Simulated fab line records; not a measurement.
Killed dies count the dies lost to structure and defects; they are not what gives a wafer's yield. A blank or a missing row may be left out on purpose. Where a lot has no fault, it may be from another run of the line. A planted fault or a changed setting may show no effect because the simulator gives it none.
What tool caused it? ; flow gf180mcu ; Sampling: 11 lots, 33 wafers, 6 of 602 route steps

## WHAT THE GAUGES READ, wafer by wafer
GF_HV_LDD_THK_MEAS_57.
lot;measured;on;HV_LDD_CVD_56_THK (nm)
L111;day 12 10:50;film metro-01;90.6 89.8 90.4
L112;day 12 19:06;film metro-04;90.3 90.0 91.1
L113;day 13 03:08;film metro-02;91.5 90.4 90.7
L115;day 13 23:05;film metro-01;89.8 90.9 89.7
L120;day 15 11:22;film metro-04;89.2 90.4 90.1
L124;day 16 17:55;film metro-01;117.5 117.2 116.9
L126;day 17 12:34;film metro-02;90.0 90.0 90.3
L128;day 18 06:01;film metro-02;90.8 90.8 90.5
L132;day 19 14:06;film metro-04;90.3 90.8 91.1
L133;day 19 20:26;film metro-04;91.2 90.6 90.8
L134;day 20 05:49;film metro-02;89.2 89.2 89.0

GF_V1_THK_MEAS_25: measures by xrf.
lot;measured;on;V1_W_THK (nm)
L111;day 18 01:18;film metro-01;359 361 365
L112;day 18 12:07;film metro-01;366 367 364
L113;day 18 23:07;film metro-01;357 359 361
L115;day 19 20:50;film metro-01;367 360 364
L120;day 21 15:12;film metro-03;353 358 357
L124;day 22 23:40;film metro-03;356 354 355
L126;day 23 18:36;film metro-04;353 351 358
L128;day 24 10:55;film metro-04;356 349 357
L132;day 25 15:41;film metro-01;362 362 362
L133;day 25 20:37;film metro-03;352 356 355
L134;day 26 04:26;film metro-01;356 354 353

## TOOL THAT RAN EACH LOT (tool first, then ch and the chambers of the sampled wafers, then the start)
lot;GF_HV_LDD_CVD_56;GF_HV_LDD_ETCHBACK_58;GF_V1_STRIP_18;GF_V1_SPUTTER_22
L111;lpcvd-01 ch 1, day 12 09:24;rie diel-01 ch 0,1,2, day 12 10:53;plasma asher-03 ch 0,1, day 17 23:55;pvd sputter-01, day 18 01:02
L112;lpcvd-01 ch 1, day 12 17:38;rie diel-03 ch 0,1,2, day 12 19:08;plasma asher-01 ch 0,1, day 18 10:54;pvd sputter-01, day 18 11:49
L113;lpcvd-02 ch 0, day 13 01:41;rie diel-03 ch 0,2,3, day 13 03:11;plasma asher-04 ch 0,1, day 18 22:07;pvd sputter-04, day 18 22:43
L115;lpcvd-01 ch 1, day 13 21:38;rie diel-02 ch 1,3, day 13 23:08;plasma asher-03 ch 0,1, day 19 19:57;pvd sputter-01, day 19 20:33
L120;lpcvd-02 ch 1, day 15 09:55;rie diel-02 ch 1,2, day 15 11:25;plasma asher-03 ch 0,1, day 21 14:19;pvd sputter-04, day 21 14:55
L124;lpcvd-02 ch 1, day 16 16:29;rie diel-03 ch 1,2,3, day 16 17:58;plasma asher-01 ch 0,1, day 22 22:47;pvd sputter-04, day 22 23:23
L126;lpcvd-01 ch 0, day 17 11:08;rie diel-03 ch 0,1,2, day 17 12:37;plasma asher-01 ch 0,1, day 23 17:44;pvd sputter-03, day 23 18:20
L128;lpcvd-01 ch 0, day 18 04:34;rie diel-03 ch 0,1, day 18 06:04;plasma asher-04 ch 0,1, day 24 10:04;pvd sputter-04, day 24 10:37
L132;lpcvd-02 ch 0, day 19 12:40;rie diel-02 ch 1,3, day 19 14:10;plasma asher-01 ch 0,1, day 25 14:50;pvd sputter-04, day 25 15:25
L133;lpcvd-01 ch 1, day 19 18:59;rie diel-01 ch 2,3, day 19 20:28;plasma asher-03 ch 0,1, day 25 19:46;pvd sputter-04, day 25 20:19
L134;lpcvd-02 ch 1, day 20 04:23;rie diel-02 ch 2,3, day 20 05:52;plasma asher-03 ch 0,1, day 26 03:34;pvd sputter-04, day 26 04:10
- GF_HV_LDD_CVD_56: deposits Si3N4 from DCS/NH3, target thk 90 nm, time 1543 s.
- GF_HV_LDD_ETCHBACK_58: etches Si3N4 in CH3F/O2, stops on SiO2, time 100 s, target depth 90 nm.
- GF_V1_STRIP_18: strips in O2/N2.
- GF_V1_SPUTTER_22: material TiN, target thk 10 nm, time 40 s.

## WHAT THE TOOLS THEMSELVES READ (means of the sampled wafers that have a number; where no wafer has one, the mark that the record gives instead)
GF_HV_LDD_CVD_56.
lot;tool;spike tc top C (C);zone power bottom pct (%);zone power lower pct (%)
L111;lpcvd-01;786.3;19.2;11.4
L112;lpcvd-01;785.9;19.0;11.5
L113;lpcvd-02;786.4;23.7;12.6
L115;lpcvd-01;786.0;19.1;11.5
L120;lpcvd-02;790.0;24.1;16.4
L124;lpcvd-02;788.8;24.1;16.6
L126;lpcvd-01;786.0;23.2;14.6
L128;lpcvd-01;787.4;22.9;14.4
L132;lpcvd-02;787.3;23.7;12.6
L133;lpcvd-01;786.9;19.3;11.3
L134;lpcvd-02;788.6;24.2;16.7

GF_HV_LDD_ETCHBACK_58.
lot;tool;ch3f flow sccm (sccm);drypump motor current A (A);oes product au (a.u.);throttle valve pct (%)
L111;rie diel-01;40.10;5.8;0.841;10.557
L112;rie diel-03;39.98;5.4;0.845;10.562
L113;rie diel-03;40.03;5.6;0.850;10.553
L115;rie diel-02;40.11;5.7;0.844;10.554
L120;rie diel-02;40.09;5.8;0.845;10.561
L124;rie diel-03;39.99;5.5;0.983;10.583
L126;rie diel-03;40.02;5.5;0.837;10.566
L128;rie diel-03;40.06;5.4;0.845;10.567
L132;rie diel-02;39.91;5.5;0.852;10.556
L133;rie diel-01;39.94;5.3;0.846;10.557
L134;rie diel-02;39.94;5.7;0.837;10.555

GF_V1_STRIP_18.
lot;tool;drypump motor current A (A);heater power w (W);o2 flow sccm (sccm);oes product au (a.u.);platen temp c (C)
L111;plasma asher-03;5.5;311;2992;0.591;250.09
L112;plasma asher-01;6.3;329;2995;0.593;250.10
L113;plasma asher-04;5.9;382;3003;0.589;250.04
L115;plasma asher-03;5.8;328;3003;0.593;249.89
L120;plasma asher-03;5.7;333;3006;0.596;250.05
L124;plasma asher-01;6.1;343;3004;0.595;250.32
L126;plasma asher-01;6.1;342;3003;0.593;250.00
L128;plasma asher-04;5.9;367;2990;0.595;250.13
L132;plasma asher-01;6.0;344;2992;0.595;250.08
L133;plasma asher-03;5.5;307;3006;0.590;250.14
L134;plasma asher-03;5.7;327;2992;0.597;249.89

GF_V1_SPUTTER_22.
lot;tool;throttle valve pct (%)
L111;pvd sputter-01;30.0
L112;pvd sputter-01;29.7
L113;pvd sputter-04;30.5
L115;pvd sputter-01;29.4
L120;pvd sputter-04;30.8
L124;pvd sputter-04;30.6
L126;pvd sputter-03;29.6
L128;pvd sputter-04;30.9
L132;pvd sputter-04;30.9
L133;pvd sputter-04;30.7
L134;pvd sputter-04;30.6

## THE ANSWER, worked out from the rows above alone
Rule: usual is defined by the lots themselves. The widest of any qualifying gaps counts: lots, ordered by their means at a reading, are off when they make up no more than a third of the lots, leave a main group of 4 or more, and stand apart from it by 3 or more times the standard deviation of that group's means. Not used: any main group whose means are identical at the precision the tables above print for the reading. Also off: a lot with no number at a reading for which 4 or more lots have one. All remaining lots with rows at the step are treated as sound. First the gauges in route order, then the tools' own readings, where a lot's mean is used as printed above. The first step at which some lot is off is used, and at that step the reading that is off furthest; a lot without a number counts as furthest.
Off: at GF_HV_LDD_THK_MEAS_57 (HV_LDD_CVD_56_THK), L124. Mean 90.3 nm and standard deviation 0.51 in the main group.
A tool fits if, at a process step before that reading, it ran every lot that is off, and no sound lot after the first of them. Not tried: the gauges at GF_HV_LDD_THK_MEAS_57; whatever is off there is also off at GF_HV_LDD_ETCHBACK_58, on other tools, and gauge error can't account for it. No candidate that was tried fits.

## WHAT WAS PUT IN BY THE SIMULATOR
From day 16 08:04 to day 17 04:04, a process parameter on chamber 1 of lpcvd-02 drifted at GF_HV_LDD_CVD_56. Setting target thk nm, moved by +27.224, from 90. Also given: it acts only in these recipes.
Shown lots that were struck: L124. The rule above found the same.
